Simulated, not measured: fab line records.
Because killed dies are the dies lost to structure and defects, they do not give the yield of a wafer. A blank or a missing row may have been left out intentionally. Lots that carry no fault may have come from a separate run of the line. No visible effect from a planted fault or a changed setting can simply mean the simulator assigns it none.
fab line records / flow sfq_line
record lots=6 wafers=18 last_day=82
route steps=325 shown I1@87 M2@88
lots that met no fault: taken from a fault-free run of the same line
start_h: hours from the record's opening day to when the first of the lot's shown wafers began / wait_h: hours from the lot's prior step to this one / " same as the row above / L1.1+2: several wafers, shown together as one row / - value missing, or start not given / * or withheld: withheld / < > ~ a bound
route shown NAME@n: names a module that has steps shown in the file, with the first one's number in the route / usual: mean and standard deviation over wafers with no fault / same: alike in all rows / chamber/n: place in a boat / sites: the reading at each site / _std_site: the values' standard deviation / _edge_site: outer sites' mean less inner sites' / radius_mm: how far each site lies from the wafer's centre / mask NAME#n: copy n / behind: the tool/chamber that last shaped the wafer / hold: reason for holding the lot/hours on hold/outcome of the hold / device: transistor that didn't switch, given as n, p or np / end of line: at the end of the route, the tests of the same wafers / step lacking rows: just its recipe / killed: count of dies lost to structure and defects at first sort (not the wafer's yield) / map: a wafer's dies, x killed, . not, _ none there
set.NAME: setting as actually run; set.NAME@STEP: the setting as run at that earlier step / model.NAME: the simulator's own value behind a step, which no gauge read
lots seen at some steps along the route; tables by step, rows by wafer
services: a tool's chamber out of use, with start hour (start_h, from the record's first day; less than 0 if before it), hours out, and reason
## steps
# step SFQ_TRILAYER_I1_VIA_STRIP_SOLV_CLEAN_054
# recipe chemistry=NMP temp_c=70 time_s=600
# step SFQ_TRILAYER_M2_DEP_PRE_CLEAN_056
# recipe gas=Ar time_s=22.5 bias_v=250
# step SFQ_TRILAYER_M2_DEP_SPUTTER_055
# recipe material=Nb base_pressure_pa=1.33e-06 chamber_pressure_pa=0.1333 substrate_temp_c=20 resputter_cathode_voltage_v=400 target_thk_nm=200 power_w=2000 time_s=133.3
# usual substrate_temp_c=20.00/0.1 throttle_valve_pct=29.8/1.4
lot.wafer=L678.2 tool=pvd_sputter-05 chamber=- start_h=613.96 wait_h=0.0 substrate_temp_c=20.03 throttle_valve_pct=31.8
lot.wafer=L678.3 tool=pvd_sputter-05 chamber=- start_h=613.96 wait_h=0.0 substrate_temp_c=19.73 throttle_valve_pct=31.0
lot.wafer=L678.4 tool=pvd_sputter-05 chamber=- start_h=613.96 wait_h=0.0 substrate_temp_c=20.03 throttle_valve_pct=30.4
lot.wafer=L682.1 tool=pvd_sputter-05 chamber=- start_h=644.74 wait_h=0.0 substrate_temp_c=19.79 throttle_valve_pct=28.2
lot.wafer=L682.3 tool=pvd_sputter-05 chamber=- start_h=644.74 wait_h=0.0 substrate_temp_c=20.05 throttle_valve_pct=30.6
lot.wafer=L682.4 tool=pvd_sputter-05 chamber=- start_h=644.74 wait_h=0.0 substrate_temp_c=20.09 throttle_valve_pct=31.8
lot.wafer=L683.2 tool=pvd_sputter-04 chamber=- start_h=656.11 wait_h=0.0 substrate_temp_c=19.97 throttle_valve_pct=30.4
lot.wafer=L683.4 tool=pvd_sputter-04 chamber=- start_h=656.11 wait_h=0.0 substrate_temp_c=20.02 throttle_valve_pct=28.0
lot.wafer=L683.6 tool=pvd_sputter-04 chamber=- start_h=656.11 wait_h=0.0 substrate_temp_c=19.99 throttle_valve_pct=27.9
lot.wafer=L689.3 tool=pvd_sputter-06 chamber=- start_h=742.25 wait_h=0.0 substrate_temp_c=19.93 throttle_valve_pct=29.5
lot.wafer=L689.4 tool=pvd_sputter-06 chamber=- start_h=742.25 wait_h=0.0 substrate_temp_c=19.98 throttle_valve_pct=30.8
lot.wafer=L689.6 tool=pvd_sputter-06 chamber=- start_h=742.25 wait_h=0.0 substrate_temp_c=19.83 throttle_valve_pct=30.6
lot.wafer=L691.2 tool=pvd_sputter-04 chamber=- start_h=795.29 wait_h=0.0 substrate_temp_c=19.85 throttle_valve_pct=28.1
lot.wafer=L691.3 tool=pvd_sputter-04 chamber=- start_h=795.29 wait_h=0.0 substrate_temp_c=20.18 throttle_valve_pct=31.2
lot.wafer=L691.5 tool=pvd_sputter-04 chamber=- start_h=795.29 wait_h=0.0 substrate_temp_c=19.95 throttle_valve_pct=31.1
lot.wafer=L694.1 tool=pvd_sputter-06 chamber=- start_h=798.91 wait_h=0.0 substrate_temp_c=19.76 throttle_valve_pct=30.7
lot.wafer=L694.3 tool=pvd_sputter-06 chamber=- start_h=798.91 wait_h=0.0 substrate_temp_c=20.01 throttle_valve_pct=30.4
lot.wafer=L694.5 tool=pvd_sputter-06 chamber=- start_h=798.91 wait_h=0.0 substrate_temp_c=19.93 throttle_valve_pct=29.4
# step SFQ_M2_RS_MEAS_914
# recipe thk_meas_gauge=four-point-probe reads=Nb_of_TRILAYER_M2_DEP_SPUTTER_055
# usual M2_NB_RS=0.887/0.011
lot.wafer=L678.2 tool=film_metro-01 chamber=- start_h=614.08 wait_h=0.1 M2_NB_RS[ohm/sq]=0.903
lot.wafer=L678.3 tool=film_metro-01 chamber=- start_h=614.08 wait_h=0.1 M2_NB_RS[ohm/sq]=0.884
lot.wafer=L678.4 tool=film_metro-01 chamber=- start_h=614.08 wait_h=0.1 M2_NB_RS[ohm/sq]=0.899
lot.wafer=L682.1 tool=film_metro-02 chamber=- start_h=644.83 wait_h=0.0 M2_NB_RS[ohm/sq]=0.889
lot.wafer=L682.3 tool=film_metro-02 chamber=- start_h=644.83 wait_h=0.0 M2_NB_RS[ohm/sq]=0.889
lot.wafer=L682.4 tool=film_metro-02 chamber=- start_h=644.83 wait_h=0.0 M2_NB_RS[ohm/sq]=0.886
lot.wafer=L683.2 tool=film_metro-01 chamber=- start_h=656.22 wait_h=0.1 M2_NB_RS[ohm/sq]=0.881
lot.wafer=L683.4 tool=film_metro-01 chamber=- start_h=656.22 wait_h=0.1 M2_NB_RS[ohm/sq]=0.879
lot.wafer=L683.6 tool=film_metro-01 chamber=- start_h=656.22 wait_h=0.1 M2_NB_RS[ohm/sq]=0.882
lot.wafer=L689.3 tool=film_metro-03 chamber=- start_h=742.38 wait_h=0.1 M2_NB_RS[ohm/sq]=0.899
lot.wafer=L689.4 tool=film_metro-03 chamber=- start_h=742.38 wait_h=0.1 M2_NB_RS[ohm/sq]=0.883
lot.wafer=L689.6 tool=film_metro-03 chamber=- start_h=742.38 wait_h=0.1 M2_NB_RS[ohm/sq]=0.887
lot.wafer=L691.2 tool=film_metro-03 chamber=- start_h=795.40 wait_h=0.1 M2_NB_RS[ohm/sq]=0.888
lot.wafer=L691.3 tool=film_metro-03 chamber=- start_h=795.40 wait_h=0.1 M2_NB_RS[ohm/sq]=0.903
lot.wafer=L691.5 tool=film_metro-03 chamber=- start_h=795.40 wait_h=0.1 M2_NB_RS[ohm/sq]=0.904
lot.wafer=L694.1 tool=film_metro-02 chamber=- start_h=799.00 wait_h=0.0 M2_NB_RS[ohm/sq]=0.873
lot.wafer=L694.3 tool=film_metro-02 chamber=- start_h=799.00 wait_h=0.0 M2_NB_RS[ohm/sq]=0.871
lot.wafer=L694.5 tool=film_metro-02 chamber=- start_h=799.00 wait_h=0.0 M2_NB_RS[ohm/sq]=0.882
# step SFQ_TRILAYER_M2_LITHO_COAT_062
# recipe resist=BARC spin_rpm=3000 resist_thk_nm=62
# step SFQ_TRILAYER_M2_LITHO_COAT_057
# recipe resist=KrF spin_rpm=3000 resist_thk_nm=600
# step SFQ_TRILAYER_M2_LITHO_SOFTBAKE_061
# recipe temp_c=withheld time_s=withheld resist=KrF
# step SFQ_TRILAYER_M2_LITHO_EXPOSE_058
# recipe mask_id=M2 na=0.6 source_shape=conventional sigma_outer=0.65 target_cd_nm=500 dose_mj=14.4
# step SFQ_TRILAYER_M2_LITHO_PEB_060
# recipe peb_temp_c=115 peb_time_s=60 resist=KrF
# step SFQ_TRILAYER_M2_LITHO_DEVELOP_059
# recipe time_s=60 resist=KrF
# step SFQ_M2_OVL_MEAS_916
# usual M2_OVL=-3/5
lot.wafer=L678.2 tool=overlay-02 chamber=- start_h=770.76 wait_h=0.1 M2_OVL[nm]=-10
lot.wafer=L678.3 tool=overlay-02 chamber=- start_h=770.76 wait_h=0.1 M2_OVL[nm]=-4
lot.wafer=L678.4 tool=overlay-02 chamber=- start_h=770.76 wait_h=0.1 M2_OVL[nm]=-8
lot.wafer=L682.1 tool=overlay-02 chamber=- start_h=801.88 wait_h=0.1 M2_OVL[nm]=-4
lot.wafer=L682.3 tool=overlay-02 chamber=- start_h=801.88 wait_h=0.1 M2_OVL[nm]=-1
lot.wafer=L682.4 tool=overlay-02 chamber=- start_h=801.88 wait_h=0.1 M2_OVL[nm]=-7
lot.wafer=L683.2 tool=overlay-02 chamber=- start_h=813.89 wait_h=0.1 M2_OVL[nm]=-7
lot.wafer=L683.4 tool=overlay-02 chamber=- start_h=813.89 wait_h=0.1 M2_OVL[nm]=-6
lot.wafer=L683.6 tool=overlay-02 chamber=- start_h=813.89 wait_h=0.1 M2_OVL[nm]=-2
lot.wafer=L689.3 tool=overlay-02 chamber=- start_h=886.68 wait_h=0.1 M2_OVL[nm]=7
lot.wafer=L689.4 tool=overlay-02 chamber=- start_h=886.68 wait_h=0.1 M2_OVL[nm]=3
lot.wafer=L689.6 tool=overlay-02 chamber=- start_h=886.68 wait_h=0.1 M2_OVL[nm]=4
lot.wafer=L691.2 tool=overlay-02 chamber=- start_h=929.45 wait_h=0.1 M2_OVL[nm]=-9
lot.wafer=L691.3 tool=overlay-02 chamber=- start_h=929.45 wait_h=0.1 M2_OVL[nm]=-3
lot.wafer=L691.5 tool=overlay-02 chamber=- start_h=929.45 wait_h=0.1 M2_OVL[nm]=-2
lot.wafer=L694.1 tool=overlay-01 chamber=- start_h=934.24 wait_h=0.1 M2_OVL[nm]=4
lot.wafer=L694.3 tool=overlay-01 chamber=- start_h=934.24 wait_h=0.1 M2_OVL[nm]=0
lot.wafer=L694.5 tool=overlay-01 chamber=- start_h=934.24 wait_h=0.1 M2_OVL[nm]=-1
# step SFQ_TRILAYER_M2_BARC_OPEN_METAL_ETCH_077
# recipe mask_material=PR chemistry=O2 target_depth_nm=125 target=BARC icp_w=600 bias_w=80 pressure_mtorr=10 time_s=41.7
# usual drypump_motor_current_A=5.63/0.28 oes_product_au=0.685/0.0051 rf_fwd_power_W=593/3.1 run_length_s=70.0/0.45
lot.wafer=L678.2 tool=rie_metal-04 chamber=1 start_h=770.79 wait_h=0.0 drypump_motor_current_A=5.18 oes_product_au=0.682 rf_fwd_power_W=590 rf_hours_counter_h=99 run_length_s=69.4 model.KrF_of_TRILAYER_M2_LITHO_COAT_057.thk_nm=520.5
lot.wafer=L678.3 tool=rie_metal-04 chamber=1 start_h=770.79 wait_h=0.0 drypump_motor_current_A=5.17 oes_product_au=0.680 rf_fwd_power_W=591 rf_hours_counter_h=- run_length_s=69.7 model.KrF_of_TRILAYER_M2_LITHO_COAT_057.thk_nm=519.9
lot.wafer=L678.4 tool=rie_metal-04 chamber=0 start_h=770.79 wait_h=0.0 drypump_motor_current_A=5.50 oes_product_au=0.680 rf_fwd_power_W=595 rf_hours_counter_h=- run_length_s=69.9 model.KrF_of_TRILAYER_M2_LITHO_COAT_057.thk_nm=523.2
lot.wafer=L682.1 tool=rie_metal-02 chamber=0 start_h=801.92 wait_h=0.0 drypump_motor_current_A=5.66 oes_product_au=0.755 rf_fwd_power_W=- rf_hours_counter_h=96 run_length_s=65.6 model.KrF_of_TRILAYER_M2_LITHO_COAT_057.thk_nm=527.6
lot.wafer=L682.3 tool=rie_metal-02 chamber=0 start_h=801.92 wait_h=0.0 drypump_motor_current_A=5.65 oes_product_au=0.740 rf_fwd_power_W=- rf_hours_counter_h=- run_length_s=65.8 model.KrF_of_TRILAYER_M2_LITHO_COAT_057.thk_nm=527.5
lot.wafer=L682.4 tool=rie_metal-02 chamber=1 start_h=801.92 wait_h=0.0 drypump_motor_current_A=5.89 oes_product_au=0.683 rf_fwd_power_W=596 rf_hours_counter_h=- run_length_s=70.4 model.KrF_of_TRILAYER_M2_LITHO_COAT_057.thk_nm=522.1
lot.wafer=L683.2 tool=rie_metal-02 chamber=1 start_h=813.92 wait_h=0.0 drypump_motor_current_A=5.88 oes_product_au=0.685 rf_fwd_power_W=596 rf_hours_counter_h=113 run_length_s=70.3 model.KrF_of_TRILAYER_M2_LITHO_COAT_057.thk_nm=524.2
lot.wafer=L683.4 tool=rie_metal-02 chamber=0 start_h=813.92 wait_h=0.0 drypump_motor_current_A=5.65 oes_product_au=0.747 rf_fwd_power_W=- rf_hours_counter_h=- run_length_s=65.6 model.KrF_of_TRILAYER_M2_LITHO_COAT_057.thk_nm=526.9
lot.wafer=L683.6 tool=rie_metal-02 chamber=1 start_h=813.92 wait_h=0.0 drypump_motor_current_A=5.88 oes_product_au=0.681 rf_fwd_power_W=595 rf_hours_counter_h=- run_length_s=70.2 model.KrF_of_TRILAYER_M2_LITHO_COAT_057.thk_nm=521.7
lot.wafer=L689.3 tool=rie_metal-02 chamber=0 start_h=886.73 wait_h=0.0 drypump_motor_current_A=5.65 oes_product_au=0.685 rf_fwd_power_W=587 rf_hours_counter_h=- run_length_s=70.3 model.KrF_of_TRILAYER_M2_LITHO_COAT_057.thk_nm=520.4
lot.wafer=L689.4 tool=rie_metal-02 chamber=1 start_h=886.73 wait_h=0.0 drypump_motor_current_A=5.89 oes_product_au=0.680 rf_fwd_power_W=598 rf_hours_counter_h=- run_length_s=70.1 model.KrF_of_TRILAYER_M2_LITHO_COAT_057.thk_nm=521.5
lot.wafer=L689.6 tool=rie_metal-02 chamber=1 start_h=886.73 wait_h=0.0 drypump_motor_current_A=5.89 oes_product_au=0.677 rf_fwd_power_W=599 rf_hours_counter_h=- run_length_s=70.0 model.KrF_of_TRILAYER_M2_LITHO_COAT_057.thk_nm=522.6
lot.wafer=L691.2 tool=rie_metal-01 chamber=1 start_h=929.48 wait_h=0.0 drypump_motor_current_A=6.05 oes_product_au=0.686 rf_fwd_power_W=592 rf_hours_counter_h=91 run_length_s=69.6 model.KrF_of_TRILAYER_M2_LITHO_COAT_057.thk_nm=522.4
lot.wafer=L691.3 tool=rie_metal-01 chamber=0 start_h=929.48 wait_h=0.0 drypump_motor_current_A=5.34 oes_product_au=0.682 rf_fwd_power_W=596 rf_hours_counter_h=- run_length_s=69.8 model.KrF_of_TRILAYER_M2_LITHO_COAT_057.thk_nm=524.4
lot.wafer=L691.5 tool=rie_metal-01 chamber=1 start_h=929.48 wait_h=0.0 drypump_motor_current_A=6.04 oes_product_au=0.692 rf_fwd_power_W=590 rf_hours_counter_h=- run_length_s=69.7 model.KrF_of_TRILAYER_M2_LITHO_COAT_057.thk_nm=521
lot.wafer=L694.1 tool=rie_metal-02 chamber=1 start_h=934.28 wait_h=0.0 drypump_motor_current_A=5.87 oes_product_au=0.676 rf_fwd_power_W=590 rf_hours_counter_h=133 run_length_s=69.9 model.KrF_of_TRILAYER_M2_LITHO_COAT_057.thk_nm=523.5
lot.wafer=L694.3 tool=rie_metal-02 chamber=1 start_h=934.28 wait_h=0.0 drypump_motor_current_A=5.89 oes_product_au=0.677 rf_fwd_power_W=592 rf_hours_counter_h=- run_length_s=69.9 model.KrF_of_TRILAYER_M2_LITHO_COAT_057.thk_nm=525.3
lot.wafer=L694.5 tool=rie_metal-02 chamber=1 start_h=934.28 wait_h=0.0 drypump_motor_current_A=5.90 oes_product_au=0.684 rf_fwd_power_W=593 rf_hours_counter_h=- run_length_s=70.0 model.KrF_of_TRILAYER_M2_LITHO_COAT_057.thk_nm=524.7
# step SFQ_TRILAYER_M2_ETCH_METAL_ETCH_060
# recipe target=Nb stop_on=SiO2 mask_material=PR chemistry=Cl2/Ar target_depth_nm=240 icp_w=600 bias_w=80 pressure_mtorr=10 time_s=120
# usual drypump_motor_current_A=5.63/0.28 oes_product_au=0.896/0.0079 rf_fwd_power_W=596.8/2.2 run_length_s=148.4/0.44
lot.wafer=L678.2 tool=rie_metal-04 chamber=1 start_h=770.85 wait_h=0.0 drypump_motor_current_A=5.20 oes_product_au=0.884 rf_fwd_power_W=596.8 rf_hours_counter_h=100 run_length_s=148.0
lot.wafer=L678.3 tool=rie_metal-04 chamber=1 start_h=770.85 wait_h=0.0 drypump_motor_current_A=5.20 oes_product_au=0.890 rf_fwd_power_W=597.6 rf_hours_counter_h=- run_length_s=147.4
lot.wafer=L678.4 tool=rie_metal-04 chamber=0 start_h=770.85 wait_h=0.0 drypump_motor_current_A=5.54 oes_product_au=0.891 rf_fwd_power_W=600.9 rf_hours_counter_h=- run_length_s=148.3
lot.wafer=L682.1 tool=rie_metal-02 chamber=0 start_h=801.97 wait_h=0.0 drypump_motor_current_A=5.66 oes_product_au=0.897 rf_fwd_power_W=594.3 rf_hours_counter_h=96 run_length_s=148.7
lot.wafer=L682.3 tool=rie_metal-02 chamber=0 start_h=801.97 wait_h=0.0 drypump_motor_current_A=5.64 oes_product_au=0.902 rf_fwd_power_W=594.3 rf_hours_counter_h=- run_length_s=148.9
lot.wafer=L682.4 tool=rie_metal-02 chamber=1 start_h=801.97 wait_h=0.0 drypump_motor_current_A=5.88 oes_product_au=0.898 rf_fwd_power_W=597.7 rf_hours_counter_h=- run_length_s=148.4
lot.wafer=L683.2 tool=rie_metal-02 chamber=1 start_h=813.97 wait_h=0.0 drypump_motor_current_A=5.90 oes_product_au=0.898 rf_fwd_power_W=598.1 rf_hours_counter_h=113 run_length_s=148.8
lot.wafer=L683.4 tool=rie_metal-02 chamber=0 start_h=813.97 wait_h=0.0 drypump_motor_current_A=5.64 oes_product_au=0.910 rf_fwd_power_W=594.8 rf_hours_counter_h=- run_length_s=149.4
lot.wafer=L683.6 tool=rie_metal-02 chamber=1 start_h=813.97 wait_h=0.0 drypump_motor_current_A=5.89 oes_product_au=0.902 rf_fwd_power_W=601.3 rf_hours_counter_h=- run_length_s=148.3
lot.wafer=L689.3 tool=rie_metal-02 chamber=0 start_h=886.81 wait_h=0.1 drypump_motor_current_A=5.65 oes_product_au=0.893 rf_fwd_power_W=593.3 rf_hours_counter_h=- run_length_s=148.8
lot.wafer=L689.4 tool=rie_metal-02 chamber=1 start_h=886.81 wait_h=0.1 drypump_motor_current_A=5.86 oes_product_au=0.902 rf_fwd_power_W=598.4 rf_hours_counter_h=- run_length_s=148.3
lot.wafer=L689.6 tool=rie_metal-02 chamber=1 start_h=886.81 wait_h=0.1 drypump_motor_current_A=5.89 oes_product_au=0.892 rf_fwd_power_W=599.2 rf_hours_counter_h=- run_length_s=148.9
lot.wafer=L691.2 tool=rie_metal-01 chamber=1 start_h=929.54 wait_h=0.0 drypump_motor_current_A=6.06 oes_product_au=0.895 rf_fwd_power_W=597.6 rf_hours_counter_h=91 run_length_s=147.9
lot.wafer=L691.3 tool=rie_metal-01 chamber=0 start_h=929.54 wait_h=0.0 drypump_motor_current_A=5.32 oes_product_au=0.890 rf_fwd_power_W=596.6 rf_hours_counter_h=- run_length_s=148.1
lot.wafer=L691.5 tool=rie_metal-01 chamber=1 start_h=929.54 wait_h=0.0 drypump_motor_current_A=6.08 oes_product_au=0.879 rf_fwd_power_W=595.4 rf_hours_counter_h=- run_length_s=148.2
lot.wafer=L694.1 tool=rie_metal-02 chamber=1 start_h=934.34 wait_h=0.0 drypump_motor_current_A=5.91 oes_product_au=0.900 rf_fwd_power_W=598.9 rf_hours_counter_h=133 run_length_s=148.7
lot.wafer=L694.3 tool=rie_metal-02 chamber=1 start_h=934.34 wait_h=0.0 drypump_motor_current_A=5.90 oes_product_au=0.911 rf_fwd_power_W=598.1 rf_hours_counter_h=- run_length_s=148.2
lot.wafer=L694.5 tool=rie_metal-02 chamber=1 start_h=934.34 wait_h=0.0 drypump_motor_current_A=5.91 oes_product_au=0.903 rf_fwd_power_W=598.5 rf_hours_counter_h=- run_length_s=148.4
## services
tool=rie_metal-01 chamber=- start_h=619.49 hours=1.4 kind=pm
tool=pvd_sputter-06 chamber=- start_h=633.19 hours=2.4 kind=repair
tool=pvd_sputter-05 chamber=- start_h=635.43 hours=0.7 kind=repair
tool=pvd_sputter-06 chamber=- start_h=641.63 hours=0.7 kind=repair
tool=rie_metal-01 chamber=- start_h=647.45 hours=2.8 kind=pm
tool=pvd_sputter-04 chamber=0 start_h=686.13 hours=- kind=consumable_replace:kit
tool=pvd_sputter-04 chamber=0 start_h=686.13 hours=18.0 kind=scheduled_down
tool=pvd_sputter-04 chamber=0 start_h=686.13 hours=18.0 kind=vent_cycle
tool=pvd_sputter-05 chamber=- start_h=689.42 hours=0.5 kind=repair
tool=pvd_sputter-05 chamber=- start_h=694.05 hours=1.2 kind=repair
tool=pvd_sputter-06 chamber=- start_h=761.83 hours=3.0 kind=repair
tool=pvd_sputter-06 chamber=- start_h=767.03 hours=3.4 kind=repair
tool=pvd_sputter-05 chamber=- start_h=791.47 hours=0.6 kind=repair
tool=pvd_sputter-05 chamber=- start_h=797.79 hours=0.6 kind=repair
tool=pvd_sputter-06 chamber=- start_h=809.79 hours=4.2 kind=repair
tool=rie_metal-04 chamber=0 start_h=813.21 hours=3.3 kind=repair
tool=rie_metal-04 chamber=- start_h=832.00 hours=0.2 kind=repair
tool=pvd_sputter-06 chamber=2 start_h=853.52 hours=- kind=consumable_replace:kit
tool=pvd_sputter-06 chamber=2 start_h=853.52 hours=18.0 kind=scheduled_down
tool=pvd_sputter-06 chamber=2 start_h=853.52 hours=18.0 kind=vent_cycle
tool=rie_metal-04 chamber=- start_h=858.27 hours=1.4 kind=pm
tool=pvd_sputter-06 chamber=- start_h=869.02 hours=2.0 kind=repair
tool=rie_metal-02 chamber=0 start_h=928.80 hours=2.4 kind=repair
## key
first_sign step=SFQ_TRILAYER_M2_BARC_OPEN_METAL_ETCH_077 reading=oes_product_au direction=up sigmas=12 usual=0.685 struck=0.747
effect step=SFQ_TRILAYER_M2_BARC_OPEN_METAL_ETCH_077 reading=run_length_s direction=down sigmas=9.8 usual=* struck=*
model_effect step=SFQ_TRILAYER_M2_BARC_OPEN_METAL_ETCH_077 value=KrF_of_TRILAYER_M2_LITHO_COAT_057.thk_nm without=521.4 struck=527.3
met_at SFQ_TRILAYER_M2_BARC_OPEN_METAL_ETCH_077
struck_wafers L682.1,L682.3,L683.4
fault kind=process_parameter_drift tool=rie_metal-02 chamber=0 onset_h=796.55 steps=SFQ_TRILAYER_M2_BARC_OPEN_METAL_ETCH_077 channel=time_s offset=* shape=step end_h=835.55 acts_in=* stated=*
